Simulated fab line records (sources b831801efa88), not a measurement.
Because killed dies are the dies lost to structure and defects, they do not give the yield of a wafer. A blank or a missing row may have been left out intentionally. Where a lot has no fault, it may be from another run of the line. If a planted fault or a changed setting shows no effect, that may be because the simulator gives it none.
Which tool was responsible?	flow sky130	24 lots with 72 wafers sampled at 2 steps, on a route of 708 steps

## WHAT THE GAUGES READ, wafer by wafer
SKY_VIA1_CD_MEAS_12: the cd target is 150 nm. Usual: cd-nm at 149.5 nm, with a standard deviation of 1.8.
lot	measured	on	cd-nm (nm)	flag
L074	day 33 21:07	cd-sem-02	152.0 151.1 152.2	
L075	day 33 22:59	cd-sem-01	149.5 149.2 149.4	
L076	day 34 01:19	cd-sem-01	149.2 149.2 149.9	
L077	day 34 23:35	cd-sem-02	149.8 148.1 149.5	
L079	day 35 13:58	cd-sem-01	149.0 149.2 149.3	
L078	day 35 15:26	cd-sem-01	149.2 149.1 149.7	
L082	day 38 03:34	cd-sem-01	148.1 149.2 149.4	
L084	day 38 04:59	cd-sem-02	151.3 151.8 151.6	
L080	day 38 04:21	cd-sem-01	148.3 148.8 148.8	
L081	day 38 07:46	cd-sem-01	148.2 149.4 148.7	
L085	day 38 08:08	cd-sem-02	149.2 149.7 147.5	
L087	day 38 08:28	cd-sem-01	149.0 150.7 148.8	
L086	day 38 09:05	cd-sem-01	152.1 153.0 153.7	
L083	day 38 08:48	cd-sem-01	147.9 148.5 146.7	
L088	day 38 09:26	cd-sem-02	150.4 152.4 150.2	
L089	day 38 09:55	cd-sem-02	146.7 148.3 144.5	
L090	day 39 00:20	cd-sem-02	149.3 149.1 147.7	
L091	day 39 01:49	cd-sem-02	152.7 153.8 152.7	
L092	day 39 05:15	cd-sem-01	145.4 149.1 149.5	
L093	day 39 17:57	cd-sem-01	150.2 151.1 149.4	
L094	day 39 19:20	cd-sem-01	150.2 147.5 149.4	
L095	day 40 00:48	cd-sem-01	150.9 149.7 150.4	
L096	day 41 12:53	cd-sem-01	146.2 148.6 146.8	
L097	day 41 13:19	cd-sem-01	147.5 148.1 146.8	

## TOOL THAT RAN EACH LOT (tool first, then ch and the chambers of the sampled wafers, then the start)
lot	SKY_METAL1_DESCUM_17
L074	rie-metal-01 ch 0,1, day 32 17:50
L075	rie-metal-03 ch 0,1, day 32 18:43
L076	rie-metal-01 ch 0,1, day 32 21:11
L077	rie-metal-04 ch 0,1, day 33 20:09
L079	rie-metal-03 ch 0, day 34 10:23
L078	rie-metal-01 ch 0,1, day 34 11:26
L082	rie-metal-01 ch 0,1, day 36 23:55
L084	rie-metal-04 ch 0,1, day 37 00:59
L080	rie-metal-03 ch 0,1, day 37 01:14
L081	rie-metal-01 ch 0,1, day 37 04:20
L085	rie-metal-04 ch 0,1, day 37 04:47
L087	rie-metal-01 ch 0,1, day 37 05:07
L086	rie-metal-04 ch 0,1, day 37 05:44
L083	rie-metal-03 ch 0,1, day 37 06:04
L088	rie-metal-01 ch 0,1, day 37 06:23
L089	rie-metal-04 ch 0,1, day 37 06:46
L090	rie-metal-03 ch 0,1, day 37 20:50
L091	rie-metal-03 ch 0,1, day 37 22:07
L092	rie-metal-03 ch 0,1, day 38 02:22
L093	rie-metal-03 ch 0,1, day 38 15:31
L094	rie-metal-03 ch 0, day 38 16:28
L095	rie-metal-04 ch 1, day 38 22:28
L096	rie-metal-04 ch 0, day 40 11:47
L097	rie-metal-03 ch 0,1, day 40 11:58
- SKY_METAL1_DESCUM_17: chemistry O2, time 8 s.

## AS READ BY THE TOOLS THEMSELVES (means over the sampled wafers that have a number; for cases with no such wafer, the mark the record gives instead)
SKY_METAL1_DESCUM_17. Usual: drypump-motor-current-A 5.8 A, standard deviation 0.67; oes-product-au 1.001 a.u., standard deviation 0.015; temp-c 40.00 C, standard deviation 0.12.
lot	tool	drypump-motor-current-A (A)	oes-product-au (a.u.)	temp-c (C)	flag
L074	rie-metal-01	5.4	0.985	39.98	
L075	rie-metal-03	6.0	1.011	39.99	
L076	rie-metal-01	6.1	0.986	39.95	
L077	rie-metal-04	5.6	0.995	40.06	
L079	rie-metal-03	6.0	1.014	39.97	
L078	rie-metal-01	6.1	1.001	40.14	
L082	rie-metal-01	6.1	0.998	40.05	
L084	rie-metal-04	5.2	0.994	40.13	
L080	rie-metal-03	6.0	1.020	39.97	
L081	rie-metal-01	6.1	0.994	40.04	
L085	rie-metal-04	5.2	0.995	39.91	
L087	rie-metal-01	5.4	0.990	39.90	
L086	rie-metal-04	5.6	0.984	40.10	
L083	rie-metal-03	6.0	1.015	39.92	
L088	rie-metal-01	5.5	0.992	40.01	
L089	rie-metal-04	5.2	1.003	39.82	
L090	rie-metal-03	6.0	1.016	40.04	
L091	rie-metal-03	6.1	1.024	40.05	
L092	rie-metal-03	6.0	1.019	40.04	
L093	rie-metal-03	6.0	1.012	39.94	
L094	rie-metal-03	6.0	1.017	39.89	
L095	rie-metal-04	4.8	0.995	40.00	
L096	rie-metal-04	6.0	0.982	39.96	
L097	rie-metal-03	6.0	1.017	40.04	

## THE ANSWER, worked out from the rows above alone
Rule: lot off if the mean of its wafers having a number is beyond 3 standard deviations from the usual mean. Also off: a lot with no number at a reading for which 4 or more lots have one. Where the step has rows for the other lots, those lots are counted as sound. After the gauges, taken in route order, come the tools' own readings; for these a lot's mean is taken, as printed above. At the first step where some lot is off, the reading lying furthest off is the one used; lots without a number count as furthest.
No lot is off at any reading shown: from this, nothing can be told.

## WHAT HAD BEEN PUT IN BY THE SIMULATOR
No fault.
